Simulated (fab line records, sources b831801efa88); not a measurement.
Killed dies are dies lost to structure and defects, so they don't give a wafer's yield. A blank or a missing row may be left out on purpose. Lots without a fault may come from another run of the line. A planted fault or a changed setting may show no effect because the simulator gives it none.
Chamber matching | flow sky130 | SKY_VIA3_CMP_02 on cmp-02: 4 sister chambers
The step polishes SiO2. 24 wafers are shown with their chamber, then 12 later ones without.

WAFERS WITH THEIR CHAMBER
wafer  | chamber | motor_current_A (A) | slurry_flow_ml_min
L074.2 | 1       | 9.1                 | 150.0
L074.5 | 3       | 11.2                | 149.6
L074.6 | 2       | 13.0                | 149.6
L077.2 | 3       | 10.6                | 150.1
L077.4 | 2       | 12.2                | 150.0
L077.5 | 0       | 11.7                | 149.8
L079.1 | 2       | 12.5                | 150.3
L079.2 | 0       | 12.3                | 150.3
L079.4 | 1       | 9.5                 | 149.2
L078.1 | 3       | 10.8                | 150.3
L078.2 | 1       | 8.8                 | 149.9
L078.3 | 0       | 12.6                | 149.7
L078.4 | 2       | 12.7                | 149.8
L078.5 | 1       | 8.7                 | 149.6
L078.6 | 2       | 12.3                | 149.6
L085.4 | 2       | 12.4                | 150.6
L085.5 | 3       | 11.3                | 150.4
L085.6 | 2       | 11.8                | 150.8
L087.1 | 1       | 9.0                 | 149.9
L087.3 | 2       | 12.1                | 150.1
L087.4 | 3       | 11.4                | 148.9
L090.2 | 3       | 11.1                | 150.3
L090.3 | 1       | 9.5                 | 149.4
L090.4 | 2       | 11.7                | 149.5

SIGNATURES (means of the wafers above)
reading            | chamber 0 | chamber 1 | chamber 2 | chamber 3 | scatter within a chamber
motor_current_A    | 12.200    | 9.100     | 12.300    | 11.067    | 0.376
slurry_flow_ml_min | 149.933   | 149.667   | 150.033   | 149.933   | 0.454
Rule: a wafer's distance from a chamber is the root of the sum, over the readings, of the square of ((its reading less the chamber's mean) divided by the reading's scatter). The wafer belongs to the nearest chamber; if the next one is less than 2 further off, it can't be placed. The scatter: the root of (the sum of the squares of (reading less its chamber's mean) over the shown wafers, divided by (wafers less chambers)).

WAFERS WITHOUT THEIR CHAMBER
wafer  | motor_current_A (A) | slurry_flow_ml_min
L091.4 | 11.9                | 149.8
L091.5 | 9.3                 | 150.3
L091.6 | 12.1                | 150.3
L092.3 | 10.8                | 149.3
L092.4 | 11.9                | 149.6
L092.6 | 8.3                 | 150.1
L094.2 | 12.1                | 150.0
L094.3 | 12.5                | 150.5
L094.6 | 12.1                | 149.9
L095.2 | 10.9                | 150.4
L095.3 | 11.8                | 149.6
L095.6 | 8.9                 | 150.1

WHICH CHAMBER EACH WENT THROUGH
wafer  | from the rows above          | in truth
L091.4 | can't be placed: 0 or 2 or 3 | 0
L091.5 | 1                            | 1
L091.6 | can't be placed: 2 or 0      | 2
L092.3 | 3                            | 3
L092.4 | can't be placed: 0 or 2 or 3 | 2
L092.6 | 1                            | 1
L094.2 | can't be placed: 0 or 2      | 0
L094.3 | can't be placed: 2 or 0      | 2
L094.6 | can't be placed: 0 or 2      | 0
L095.2 | 3                            | 3
L095.3 | can't be placed: 0 or 2 or 3 | 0
L095.6 | 1                            | 1
Placed correctly: 5 of 12. Can't be placed from these rows: 7 (the true chamber is among the candidates in 7). Placed wrongly: 0.
